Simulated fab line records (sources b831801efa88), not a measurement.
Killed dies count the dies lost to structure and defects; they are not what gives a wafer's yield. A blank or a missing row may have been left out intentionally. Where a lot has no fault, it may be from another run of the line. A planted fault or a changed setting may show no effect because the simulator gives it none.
Chamber matching ; flow sky130 ; SKY_VIA4_ETCH_12 on rieDiel-04: 4 sister chambers
The step etches SiO2 in C4F8/O2/Ar, stops on TiN, target depth 580 nm. 8 wafers are shown with their chamber, then 7 later ones without.

## WAFERS PAIRED WITH THEIR CHAMBERS
wafer;chamber;oesProductAu (a.u.)
L346.5;0;0.917
L356.1;3;0.935
L356.6;2;0.929
L361.2;1;0.923
L361.3;0;0.928
L361.4;2;0.935
L362.2;3;0.919
L362.5;1;0.926

## WAFERS MISSING THEIR CHAMBER
wafer;oesProductAu (a.u.)
L362.6;0.922
L363.1;0.935
L363.4;0.919
L363.5;0.925
L365.1;0.925
L365.5;0.926
L365.6;0.931

## THE CHAMBER EACH PASSED THROUGH
wafer;from the rows above;in truth
L362.6;can't be placed: 0 or 1 or 3 or 2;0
L363.1;can't be placed: 2 or 3 or 1 or 0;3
L363.4;can't be placed: 0 or 1 or 3 or 2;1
L363.5;can't be placed: 1 or 3 or 0 or 2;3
L365.1;can't be placed: 1 or 3 or 0 or 2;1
L365.5;can't be placed: 3 or 1 or 0 or 2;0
L365.6;can't be placed: 2 or 3 or 1 or 0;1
Correct placement for 0 of the 7. Can't be placed from these rows: 7 (the true chamber is among the candidates in 7). 0 placed wrongly.
How it was worked out, from the rows above alone: a wafer's distance from a chamber is the root of the sum, over the readings, of the square of ((its reading less the chamber's mean) divided by the reading's scatter). If the next closest chamber is less than 2 further off than the closest, the wafer can't be placed; otherwise it belongs to the closest. Each chamber's mean is taken over the wafers shown for it. How the scatter is found: for the shown wafers, subtract from each reading the mean of its chamber, square and add these, divide the total by (wafers less chambers), then take the root.
